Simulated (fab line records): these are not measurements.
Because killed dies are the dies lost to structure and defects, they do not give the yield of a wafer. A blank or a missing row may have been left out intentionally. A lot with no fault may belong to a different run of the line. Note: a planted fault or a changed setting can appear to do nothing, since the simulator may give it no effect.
Chamber matching + flow sky130 + 4 sister chambers for SKY_PAD_OPEN_ETCH_07 on rieDiel-02
The step etches the open film in CF4/O2, stops on AlCu, target depth 725 nm, time 161.1 s. 8 wafers are shown with their chamber, then 8 later ones without.

EACH WAFER AND ITS CHAMBER
| wafer  | chamber | drypumpMotorCurrentA (A) | O2_flow_sccm (sccm) |
|--------|---------|--------------------------|---------------------|
| L077.2 | 2       | 5.8                      | 10.009              |
| L079.4 | 1       | 6.0                      | 10.005              |
| L082.1 | 0       | 4.8                      | 10.034              |
| L082.2 | 2       | 5.8                      | 10.015              |
| L082.5 | 1       | 5.9                      | 9.995               |
| L084.1 | 0       | 4.8                      | 10.014              |
| L084.5 | 3       | 6.0                      | 9.989               |
| L087.3 | 3       | 6.0                      | 9.971               |

WAFERS WITH NO CHAMBER GIVEN
| wafer  | drypumpMotorCurrentA (A) | O2_flow_sccm (sccm) |
|--------|--------------------------|---------------------|
| L087.5 | 5.7                      | 10.004              |
| L087.6 | 6.0                      | 9.908               |
| L094.2 | 4.8                      | 9.971               |
| L094.3 | 6.0                      | 9.954               |
| L094.5 | 4.8                      | 9.979               |
| L095.1 | 5.9                      | 9.999               |
| L095.2 | 5.8                      | 10.072              |
| L095.4 | 6.0                      | 9.972               |

WHICH CHAMBER EACH ONE RAN IN
| wafer  | from the rows above          | in truth |
|--------|------------------------------|----------|
| L087.5 | 2                            | 2        |
| L087.6 | 3                            | 3        |
| L094.2 | 0                            | 0        |
| L094.3 | 3                            | 3        |
| L094.5 | 0                            | 0        |
| L095.1 | can't be placed: 1 or 2 or 3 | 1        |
| L095.2 | 2                            | 2        |
| L095.4 | 3                            | 3        |
Placed correctly: 7 of 8. Not placeable from these rows: 1 (in 1, the candidates include the true chamber). Wrongly placed: 0.
How it was worked out, from the rows above alone: a wafer's distance from a chamber is the root of the sum, over the readings, of the square of ((its reading less the chamber's mean) divided by the reading's scatter). The wafer belongs to the nearest chamber; if the next one is less than 2 further off, it can't be placed. For every chamber, the mean is computed from those of its wafers that are shown. The scatter is the square root of a quotient: the sum, over the shown wafers, of each reading's squared deviation from its chamber's mean, divided by wafers minus chambers.
